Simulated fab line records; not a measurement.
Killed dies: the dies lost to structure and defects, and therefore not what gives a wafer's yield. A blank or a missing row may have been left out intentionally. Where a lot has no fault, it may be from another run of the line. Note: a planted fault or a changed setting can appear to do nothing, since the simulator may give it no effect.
The tool behind it: which one? -- flow sky130 -- route of 708 steps, sampled at 1 step: 6 lots, 18 wafers

## WHAT THE GAUGES READ, wafer by wafer
SKY_FIELD_ISO_THK_MEAS_02.
lot,measured,on,FIELD_ISO_OXIDATION_00_THK (nm)
L253,day 1 21:52,filmMetro-02,11.75 11.62 11.64
L257,day 2 18:55,filmMetro-02,11.80 11.75 11.77
L259,day 3 03:38,filmMetro-02,11.98 12.13 12.02
L264,day 4 04:38,filmMetro-01,12.10 12.18 12.32
L271,day 5 15:38,filmMetro-02,11.56 11.62 11.59
L273,day 6 02:47,filmMetro-02,11.75 11.76 12.10

## WHAT TOOL EACH LOT RAN ON (gives the tool, then ch and the chambers of the sampled wafers, and finally the start)
Before these readings, the record contains no process step.

## THE ANSWER, worked out from the rows above alone
Rule: usual is defined by the lots themselves. Put in order of their means at a reading, lots are off if they are a third of the lots or fewer, leave a main group of 4 or more, and stand apart from it by a gap of 3 or more times the standard deviation of the main group's means; of several such gaps the widest counts. If all means in a main group match to the digits the tables above print for the reading, that group is not used. A lot without any number at a reading at which 4 lots or more have one is off too. Any other lot the step has rows for is counted as sound.
No lot is off at any reading shown: from this, nothing can be told.

## WHAT WAS PUT IN BY THE SIMULATOR
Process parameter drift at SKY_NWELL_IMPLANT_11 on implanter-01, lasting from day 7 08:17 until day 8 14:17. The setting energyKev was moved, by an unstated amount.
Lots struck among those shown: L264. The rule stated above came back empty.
